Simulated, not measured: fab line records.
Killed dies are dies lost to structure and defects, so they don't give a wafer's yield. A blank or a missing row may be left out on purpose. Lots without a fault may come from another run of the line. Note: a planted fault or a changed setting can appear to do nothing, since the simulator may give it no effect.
Split-lot trial | flow sfq_line | on a route of 325 steps: 5 lots, 23 wafers read

## SPLIT DETAILS
At SFQ_TRILAYER_R5_LITHO_COAT_141 (resist thk 62 nm), the setting spin_rpm was moved away from the recipe's 3000 rpm on 8 of the 23 wafers read, by +4.1% to +4.7%. The other wafers ran this setting at the recipe's value.

The split's own step is where the reading is taken.

## THE READING
BARC_of_TRILAYER_R5_LITHO_COAT_141.thk_nm (the simulator's own value, which no gauge read), in nm, at SFQ_TRILAYER_R5_LITHO_COAT_141 (resist thk 62 nm). The file does not state a usual value for it. Here, 15 wafers ran the recipe; their average is 61.93 nm with a standard deviation of 0.081 nm.

wafer  | tool, chamber at the split | spin_rpm as run, rpm | against the recipe | BARC_of_TRILAYER_R5_LITHO_COAT_141.thk_nm, nm | against lot-mates on the recipe
L077.1 | litho_track-01, 0          | 3000                 | recipe             | 62.01                                         | -
L077.3 | litho_track-01, 0          | 3000                 | recipe             | 62.01                                         | -
L077.2 | litho_track-01, 0          | 3000                 | recipe             | 61.97                                         | -
L082.1 | litho_track-02, 0          | 3125                 | +4.2%              | 60.58                                         | -1.31
L082.2 | litho_track-02, 0          | 3000                 | recipe             | 61.88                                         | -
L082.3 | litho_track-02, 0          | 3000                 | recipe             | 61.86                                         | -
L082.5 | litho_track-02, 0          | 3125                 | +4.2%              | 60.59                                         | -1.30
L082.6 | litho_track-02, 0          | 3000                 | recipe             | 61.92                                         | -
L083.1 | litho_track-01, 0          | 3123                 | +4.1%              | 60.77                                         | -1.19
L083.2 | litho_track-01, 0          | 3000                 | recipe             | 62.06                                         | -
L083.4 | litho_track-01, 0          | 3000                 | recipe             | 61.98                                         | -
L083.5 | litho_track-01, 0          | 3000                 | recipe             | 61.84                                         | -
L083.6 | litho_track-01, 0          | 3123                 | +4.1%              | 61.07                                         | -0.89
L084.1 | litho_track-01, 0          | 3137                 | +4.6%              | 60.49                                         | -1.48
L084.2 | litho_track-01, 0          | 3000                 | recipe             | 61.91                                         | -
L084.3 | litho_track-01, 0          | 3000                 | recipe             | 62.1                                          | -
L084.4 | litho_track-01, 0          | 3000                 | recipe             | 61.9                                          | -
L084.5 | litho_track-01, 0          | 3137                 | +4.6%              | 60.71                                         | -1.26
L085.1 | litho_track-03, 0          | 3000                 | recipe             | 61.82                                         | -
L085.2 | litho_track-03, 0          | 3142                 | +4.7%              | 60.41                                         | -1.45
L085.3 | litho_track-03, 0          | 3000                 | recipe             | 61.85                                         | -
L085.4 | litho_track-03, 0          | 3000                 | recipe             | 61.91                                         | -
L085.5 | litho_track-03, 0          | 3142                 | +4.7%              | 60.35                                         | -1.51

THE FIT
A straight line over all 23 wafers: BARC_of_TRILAYER_R5_LITHO_COAT_141.thk_nm changes by -0.301 nm for each +1% of spin_rpm; r = -0.98; the points scatter about the line by 0.12 nm.
The same after taking each lot's own level away (the mean of its wafers on the recipe; 23 wafers): -0.297 nm for each +1%; r = -0.99; scatter 0.1 nm.
The reading moves by 1.4 nm for the largest change in spin_rpm, on that fit.
Across the lots, their own levels run from 61.860 to 61.997 nm, a range of 1.7 times the standard deviation given above.
The two slopes are in agreement: the lot-to-lot level therefore moves the slope only a little.
Check: -1.4 nm against its lot-mates is what the line predicts for one of the wafers moved furthest among these (+4.7%) when that wafer is left out of the fit. Against them it came out at -1.45 nm.

## THE OTHER SPLITS THESE WAFERS WENT THROUGH
These wafers also went through other splits before the reading. Each is held against what the fit with the lots' levels taken away leaves over:
other split on the same wafers                  | wafers away from the commonest value | r with BARC_of_TRILAYER_R5_LITHO_COAT_141.thk_nm (lot level and that fit taken away)
SFQ_TRILAYER_JJ_CE_LITHO_PEB_117 peb_temp_c     | 9                                    | +0.02
SFQ_TRILAYER_M5_BARC_OPEN_METAL_ETCH_161 time_s | 7                                    | -0.17

## THE FILE'S OWN FIT
BARC_of_TRILAYER_R5_LITHO_COAT_141.thk_nm changes by -0.297 nm for each +1% of spin_rpm, r = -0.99.
